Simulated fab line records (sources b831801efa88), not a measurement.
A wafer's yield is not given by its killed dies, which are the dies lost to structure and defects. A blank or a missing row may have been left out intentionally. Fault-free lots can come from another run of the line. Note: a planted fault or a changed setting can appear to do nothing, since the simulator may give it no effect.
Which of the tools did it? + flow gf180mcu + Sampling: 14 lots, 42 wafers, 4 of 602 route steps

== WHAT THE GAUGES SHOWED, per wafer ==
The record holds no reading of a measuring or inspecting step that can be judged against a usual standard deviation.

== TOOL THAT RAN EACH LOT (tool first, then ch and the chambers of the sampled wafers, then the start) ==
| lot  | GF_CONTACT_SPUTTER_22       | GF_M1_SPUTTER_03            | GF_V1_SPUTTER_21            | GF_M2_SPUTTER_00            |
|------|-----------------------------|-----------------------------|-----------------------------|-----------------------------|
| L683 | pvdSputter-01, day 16 02:14 | pvdSputter-03, day 16 03:05 | pvdSputter-02, day 18 02:40 | pvdSputter-03, day 18 03:31 |
| L684 | pvdSputter-01, day 16 10:00 | pvdSputter-04, day 16 10:50 | pvdSputter-01, day 18 10:56 | pvdSputter-04, day 18 11:37 |
| L685 | pvdSputter-01, day 16 16:03 | pvdSputter-03, day 16 16:53 | pvdSputter-02, day 18 18:01 | pvdSputter-03, day 18 18:42 |
| L688 | pvdSputter-01, day 18 05:08 | pvdSputter-04, day 18 06:01 | pvdSputter-02, day 20 08:53 | pvdSputter-03, day 20 09:35 |
| L689 | pvdSputter-02, day 18 12:56 | pvdSputter-03, day 18 13:47 | pvdSputter-01, day 20 16:43 | pvdSputter-03, day 20 17:24 |
| L690 | pvdSputter-02, day 18 19:08 | pvdSputter-02, day 18 19:59 | pvdSputter-01, day 20 23:19 | pvdSputter-03, day 21 00:00 |
| L691 | pvdSputter-02, day 19 05:39 | pvdSputter-04, day 19 06:30 | pvdSputter-02, day 21 08:57 | pvdSputter-03, day 21 09:38 |
| L692 | pvdSputter-03, day 19 21:54 | pvdSputter-04, day 19 22:44 | pvdSputter-04, day 22 01:02 | pvdSputter-01, day 22 01:44 |
| L693 | pvdSputter-01, day 20 07:21 | pvdSputter-04, day 20 08:11 | pvdSputter-02, day 22 10:02 | pvdSputter-03, day 22 10:45 |
| L695 | pvdSputter-02, day 20 22:32 | pvdSputter-02, day 20 23:23 | pvdSputter-02, day 23 01:01 | pvdSputter-04, day 23 01:43 |
| L698 | pvdSputter-01, day 21 20:23 | pvdSputter-04, day 21 21:14 | pvdSputter-02, day 23 21:20 | pvdSputter-01, day 23 22:02 |
| L700 | pvdSputter-01, day 22 10:47 | pvdSputter-02, day 22 11:37 | -                           | -                           |
| L701 | pvdSputter-02, day 22 17:03 | pvdSputter-03, day 22 17:59 | -                           | -                           |
| L706 | pvdSputter-01, day 24 08:12 | pvdSputter-03, day 24 09:02 | pvdSputter-04, day 26 06:26 | pvdSputter-03, day 26 07:07 |
- GF_CONTACT_SPUTTER_22: material Ti, target thk 15 nm, time 80.02 s.
- GF_M1_SPUTTER_03: material Ti, target thk 10 nm, time 6.7 s.
- GF_V1_SPUTTER_21: material Ti, target thk 15 nm, time 80.02 s.
- GF_M2_SPUTTER_00: material Ti, target thk 37.5 nm, time 150 s.

== WHAT THE TOOLS THEMSELVES READ (means of the sampled wafers that have a number; where no wafer has one, the mark that the record gives instead) ==
GF_CONTACT_SPUTTER_22. Usual: cathodeDcPowerW 2500.0 W, standard deviation 0.44; chamberPressurePa 5.002 Pa, standard deviation 0.01; throttleValvePct 29.9 %, standard deviation 0.44.
| lot  | tool          | cathodeDcPowerW (W) | chamberPressurePa (Pa) | throttleValvePct (%) | flag |
|------|---------------|---------------------|------------------------|----------------------|------|
| L683 | pvdSputter-01 | 2499.5              | 5.006                  | 29.9                 |      |
| L684 | pvdSputter-01 | 2500.1              | 5.000                  | 30.2                 |      |
| L685 | pvdSputter-01 | 2500.1              | 4.999                  | 30.2                 |      |
| L688 | pvdSputter-01 | 2499.8              | 5.007                  | 30.2                 |      |
| L689 | pvdSputter-02 | 2499.9              | 4.995                  | 29.3                 |      |
| L690 | pvdSputter-02 | 2499.9              | 5.000                  | 29.8                 |      |
| L691 | pvdSputter-02 | 2500.0              | 4.982                  | 29.7                 |      |
| L692 | pvdSputter-03 | 2500.1              | 5.009                  | 29.9                 |      |
| L693 | pvdSputter-01 | 2500.1              | 4.991                  | 30.0                 |      |
| L695 | pvdSputter-02 | 2499.9              | 4.999                  | 29.7                 |      |
| L698 | pvdSputter-01 | 2499.7              | 5.010                  | 29.7                 |      |
| L700 | pvdSputter-01 | 2499.9              | 5.002                  | 30.2                 |      |
| L701 | pvdSputter-02 | 2499.8              | 5.001                  | 30.1                 |      |
| L706 | pvdSputter-01 | 2500.6              | 5.008                  | 30.3                 |      |

GF_M1_SPUTTER_03. Usual: cathodeDcPowerW 3000.0 W, standard deviation 0.51; chamberPressurePa 0.2999 Pa, standard deviation 0.00059; throttleValvePct 30.3 %, standard deviation 0.82.
| lot  | tool          | cathodeDcPowerW (W) | chamberPressurePa (Pa) | throttleValvePct (%) | flag |
|------|---------------|---------------------|------------------------|----------------------|------|
| L683 | pvdSputter-03 | 3000.3              | 0.2997                 | 30.1                 |      |
| L684 | pvdSputter-04 | 2999.3              | 0.3004                 | 31.2                 |      |
| L685 | pvdSputter-03 | 3000.3              | 0.3002                 | 29.7                 |      |
| L688 | pvdSputter-04 | 3000.3              | 0.2998                 | 30.9                 |      |
| L689 | pvdSputter-03 | 2999.8              | 0.2995                 | 30.0                 |      |
| L690 | pvdSputter-02 | 3000.2              | 0.2999                 | 29.8                 |      |
| L691 | pvdSputter-04 | 2999.7              | 0.3001                 | 30.9                 |      |
| L692 | pvdSputter-04 | 3000.0              | 0.2996                 | 30.9                 |      |
| L693 | pvdSputter-04 | 2999.5              | 0.2998                 | 31.0                 |      |
| L695 | pvdSputter-02 | 3000.3              | 0.2998                 | 29.6                 |      |
| L698 | pvdSputter-04 | 3000.3              | 0.3007                 | 31.1                 |      |
| L700 | pvdSputter-02 | -                   | -                      | -                    | OFF  |
| L701 | pvdSputter-03 | -                   | -                      | -                    | OFF  |
| L706 | pvdSputter-03 | 3000.4              | 0.3000                 | 29.9                 |      |

GF_V1_SPUTTER_21. Usual: cathodeDcPowerW 2500.0 W, standard deviation 0.44; chamberPressurePa 5.000 Pa, standard deviation 0.01; throttleValvePct 30.2 %, standard deviation 0.64.
| lot  | tool          | cathodeDcPowerW (W) | chamberPressurePa (Pa) | throttleValvePct (%) | flag |
|------|---------------|---------------------|------------------------|----------------------|------|
| L683 | pvdSputter-02 | 2499.9              | 4.997                  | 29.6                 |      |
| L684 | pvdSputter-01 | 2500.7              | 4.996                  | 30.2                 |      |
| L685 | pvdSputter-02 | 2500.3              | 4.989                  | 29.9                 |      |
| L688 | pvdSputter-02 | 2499.6              | 4.996                  | 29.6                 |      |
| L689 | pvdSputter-01 | 2500.0              | 4.996                  | 30.3                 |      |
| L690 | pvdSputter-01 | 2499.8              | 5.005                  | 30.1                 |      |
| L691 | pvdSputter-02 | 2499.9              | 5.001                  | 29.7                 |      |
| L692 | pvdSputter-04 | 2500.0              | 4.998                  | 31.3                 |      |
| L693 | pvdSputter-02 | 2499.7              | 5.006                  | 29.9                 |      |
| L695 | pvdSputter-02 | 2499.8              | 4.990                  | 29.7                 |      |
| L698 | pvdSputter-02 | 2499.8              | 5.004                  | 29.8                 |      |
| L706 | pvdSputter-04 | 2499.8              | 4.993                  | 31.2                 |      |

GF_M2_SPUTTER_00. Usual: cathodeDcPowerW 4000.1 W, standard deviation 0.69; chamberPressurePa 2.000 Pa, standard deviation 0.0039; throttleValvePct 30.1 %, standard deviation 0.69.
| lot  | tool          | cathodeDcPowerW (W) | chamberPressurePa (Pa) | throttleValvePct (%) | flag |
|------|---------------|---------------------|------------------------|----------------------|------|
| L683 | pvdSputter-03 | 4000.5              | 1.999                  | 29.5                 |      |
| L684 | pvdSputter-04 | 3999.3              | 2.000                  | 31.3                 |      |
| L685 | pvdSputter-03 | 4000.5              | 2.000                  | 29.8                 |      |
| L688 | pvdSputter-03 | 4000.4              | 1.998                  | 29.9                 |      |
| L689 | pvdSputter-03 | 3999.9              | 2.001                  | 29.6                 |      |
| L690 | pvdSputter-03 | 3999.9              | 2.002                  | 29.6                 |      |
| L691 | pvdSputter-03 | 3999.4              | 2.001                  | 29.7                 |      |
| L692 | pvdSputter-01 | 4000.0              | 2.001                  | 30.0                 |      |
| L693 | pvdSputter-03 | 4000.9              | 2.003                  | 30.1                 |      |
| L695 | pvdSputter-04 | 4000.3              | 1.999                  | 31.2                 |      |
| L698 | pvdSputter-01 | 4000.0              | 2.001                  | 29.8                 |      |
| L706 | pvdSputter-03 | 4001.0              | 2.001                  | 30.0                 |      |

== THE ANSWER, worked out from the rows above alone ==
Rule: a lot counts as off when the mean over its wafers that have a number is more than 3 standard deviations away from the usual mean. A lot without any number at a reading at which 4 lots or more have one is off too. Where the step has rows for the other lots, those lots are counted as sound. First the gauges in route order, then the tools' own readings, where a lot's mean is used as printed above. The first step at which some lot is off is used, and at that step the reading that is off furthest; a lot without a number counts as furthest.
Off, at GF_M1_SPUTTER_03 on cathodeDcPowerW: L700, L701. Without a number there: L700, L701.
A tool fits if, at that step or a process step before it, it ran every lot that is off, and no sound lot after the first of them. None of those tried fits.

== WHAT THE SIMULATOR HAD INSERTED ==
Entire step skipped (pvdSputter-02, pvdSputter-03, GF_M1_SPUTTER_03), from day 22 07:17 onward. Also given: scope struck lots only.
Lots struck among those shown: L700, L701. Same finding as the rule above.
